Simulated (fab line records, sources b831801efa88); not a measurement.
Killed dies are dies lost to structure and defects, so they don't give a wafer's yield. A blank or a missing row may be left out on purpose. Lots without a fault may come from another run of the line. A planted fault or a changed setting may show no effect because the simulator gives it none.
A struck lot beside a sound one | flow sky130 | 31 steps out of a route of 708
Sound: wafers L108.1, L108.2, L108.5. Struck: wafer L123.3. (L123.6 of the same lot was not struck and is left out.) The cause comes at the end.
At each step with rows: each side's tool, then ch and its chambers, then its first start. Under that, the readings that differ: sound wafers | struck wafers | difference of the means | sigmas: that difference in standard deviations of wafers without a fault.
alike: readings whose means differ by less than 2 such deviations, and words and numbers that are the same on both sides. not compared: withheld readings, readings that some wafer has no value for, bounds like >300 that may hide the same value, and numbers for which the record gives no deviation and whose values overlap.
The two part at a step that has a row with sigmas, a row that says differs or no value, or rows on one side only. Numbers that don't overlap but have no deviation are shown without sigmas and don't part them. A reading that every wafer of one side lacks parts them only if that side has two wafers or more.

SKY_LI_CONTACT_OVL_MEAS_13:
  sound on overlay-01, day 29 03:46; struck on overlay-02, day 33 21:30
  alike: LI_CONTACT_OVL
SKY_LI_CONTACT_ETCH_14: etches BARC in N2/H2, stops on SiO2, time 45.9 s, target depth 60 nm.
  sound on rie_diel-01 ch 0,2, day 29 03:47; struck on rie_diel-02 ch 1, day 33 21:31
  alike: bias_w, drypump_motor_current_A, oes_product_au, throttle_valve_pct
  not compared: rf_hours_counter_h
SKY_LI_CONTACT_ETCH_15: etches PSG in C4F8/O2/Ar, stops on Si, target depth 600 nm.
  sound on rie_diel-01 ch 0,2, day 29 03:50; struck on rie_diel-02 ch 1, day 33 21:34
  alike: bias_w, oes_product_au
then, 4 steps without rows for these wafers: SKY_LI_CONTACT_STRIP_16 (strips in O2/N2); SKY_LI_CONTACT_CLEAN_17 (cleans in NMP, time 600 s); SKY_LI_CONTACT_PRE_CLEAN_18 (time 5.6 s); SKY_LI_CONTACT_SPUTTER_19 (material Ti, target thk 20 nm, time 106.37 s).
SKY_LI_CONTACT_SPUTTER_20: material TiN, target thk 20 nm, time 80 s.
  sound on pvd_sputter-01, day 29 04:17; struck on pvd_sputter-01, day 33 22:01
  alike: throttle_valve_pct
then, 1 step without rows for these wafers: SKY_LI_CONTACT_CVD_21 (deposits W, target thk 400 nm, time 120.56 s).
SKY_LI_CONTACT_RS_MEAS_22: measures by four-point-probe.
  sound on film_metro-02, day 29 04:29; struck on film_metro-02, day 33 22:15
  reading                  | sound             | struck | difference | sigmas
  LI_CONTACT_W_RS (ohm/sq) | 0.285 0.279 0.285 | 0.292  | +0.009     | +2
SKY_LI_CONTACT_THK_MEAS_23: measures by xrf.
  sound on film_metro-02, day 29 04:36; struck on film_metro-02, day 33 22:21
  alike: LI_CONTACT_W_THK
SKY_LI_CONTACT_CMP_24: polishes, stops on PSG, t overpolish 20 s, target thk 0 nm.
  sound on cmp-01 ch 0,1,3, day 29 04:46; struck on cmp-02 ch 1, day 33 22:26
  reading                | sound     | struck | difference | sigmas
  time_to_endpoint_s (s) | 98 110 98 | 91     | -11        | -2
  alike: motor_current_A, overpolish_run_s
SKY_LOCAL_INTERCONNECT_SPUTTER_00: material TiN, target thk 100 nm, time 83.3 s.
  sound on pvd_sputter-04, day 29 04:58; struck on pvd_sputter-04, day 33 22:41
  reading                                                | sound             | struck | difference | sigmas
  throttle_valve_pct (%)                                 | 30.5 29.8 30.7    | 28.5   | -1.8       | -2
  model.TiN_of_LOCAL_INTERCONNECT_SPUTTER_00.thk_nm (nm) | 101.5 99.94 100.7 | 94.17  | -6.54      |
SKY_LOCAL_INTERCONNECT_RS_MEAS_01: measures by four-point-probe.
  sound on film_metro-04, day 29 05:01; struck on film_metro-04, day 33 22:47
  reading                            | sound             | struck | difference | sigmas
  LOCAL_INTERCONNECT_TIN_RS (ohm/sq) | 13.95 14.14 14.04 | 15.09  | +1.05      | +6
SKY_LOCAL_INTERCONNECT_THK_MEAS_02: measures by xrf.
  sound on film_metro-04, day 29 05:08; struck on film_metro-04, day 33 22:53
  reading                         | sound             | struck | difference | sigmas
  LOCAL_INTERCONNECT_TIN_THK (nm) | 100.8 100.0 100.6 | 94.3   | -6.2       | -5
then, 8 steps without rows for these wafers: SKY_LOCAL_INTERCONNECT_DEHYDRATE_03 (time 60 s); SKY_LOCAL_INTERCONNECT_HMDS_04 (prime time 60 s); SKY_LOCAL_INTERCONNECT_COAT_05 (resist thk 60 nm); SKY_LOCAL_INTERCONNECT_COAT_06 (resist thk 450 nm); SKY_LOCAL_INTERCONNECT_SOFTBAKE_07 (time 90 s); SKY_LOCAL_INTERCONNECT_EXPOSE_08 (exposes mask LI1M, target cd 170 nm); SKY_LOCAL_INTERCONNECT_PEB_09; SKY_LOCAL_INTERCONNECT_DEVELOP_10 (develop time 60 s).
SKY_LOCAL_INTERCONNECT_CD_MEAS_11: target cd 170 nm.
  sound on cd_sem-02, day 30 09:29; struck on cd_sem-02, day 35 00:56
  alike: cd_nm
SKY_LOCAL_INTERCONNECT_OVL_MEAS_12:
  sound on overlay-02, day 30 09:37; struck on overlay-01, day 35 01:02
  reading                     | sound   | struck | difference | sigmas
  LOCAL_INTERCONNECT_OVL (nm) | -4 3 -4 | 9      | +11        | +2
then, 1 step without rows for these wafers: SKY_LOCAL_INTERCONNECT_ETCH_13 (etches BARC in N2/H2, stops on SiO2, time 45.9 s, target depth 60 nm).
SKY_LOCAL_INTERCONNECT_METAL_ETCH_14: etches TiN in Cl2/BCl3, stops on PSG, target depth 110 nm, time 31.4 s.
  sound on rie_metal-04 ch 0, day 30 09:46; struck on rie_metal-04 ch 0, day 35 01:08
  reading                | sound                | struck | difference | sigmas
  oes_product_au (a.u.)  | 0.945 0.946 0.952    | 0.910  | -0.038     | -5
  throttle_valve_pct (%) | 21.872 21.892 21.902 | 21.932 | +0.043     | +4
  alike: bcl3_flow_sccm, bias_w, drypump_motor_current_A, he_backside_leak_sccm
  not compared: rf_hours_counter_h
SKY_LOCAL_INTERCONNECT_STRIP_15: strips in O2/N2.
  sound on plasma_asher-03 ch 0,1, day 30 09:52; struck on plasma_asher-01 ch 1, day 35 01:12
  alike: drypump_motor_current_A, oes_product_au, strip_time_to_endpoint_s
  not compared: rf_hours_counter_h
SKY_LOCAL_INTERCONNECT_STRIP_16: strips in post etch residue remover, time 1200 s.
  sound on wet_bench-01 ch 1, day 30 09:58; struck on wet_bench-01 ch 2, day 35 01:16
  reading                                                | sound             | struck | difference | sigmas
  model.TiN_of_LOCAL_INTERCONNECT_SPUTTER_00.thk_nm (nm) | 101.1 99.52 100.3 | 93.74  | -6.57      |
  alike: bath_guard_temp_C, bath_heat_duty_pct
then, 1 step without rows for these wafers: SKY_LOCAL_INTERCONNECT_CLEAN_17 (cleans in IPA, time 180 s).
-- the record jumps here: 14 days lie between the struck wafers' starts before and after (it left off in module LOCAL_INTERCONNECT and takes up again in module PAD_OPEN, whose first step shown is number 708 of the route) --
SKY_PAD_OPEN_PROBE_99:
  sound on prober-01, day 45 17:31; struck on prober-01, day 49 04:39
  reading                        | sound             | struck | difference | sigmas
  model.etest.res_li.line_ohm_um | 74.7 76.18 74.34  | 79.65  | +4.58      |
  model.etest.res_li.rs_ohm_sq   | 12.65 12.79 12.74 | 13.67  | +0.94      |

WHERE THEY PART
First at SKY_LI_CONTACT_RS_MEAS_22; last, within this record, at SKY_LOCAL_INTERCONNECT_METAL_ETCH_14. Later steps at which nothing parts them and some readings are alike: SKY_LOCAL_INTERCONNECT_STRIP_15, SKY_LOCAL_INTERCONNECT_STRIP_16.

WHY: what the simulator had put in
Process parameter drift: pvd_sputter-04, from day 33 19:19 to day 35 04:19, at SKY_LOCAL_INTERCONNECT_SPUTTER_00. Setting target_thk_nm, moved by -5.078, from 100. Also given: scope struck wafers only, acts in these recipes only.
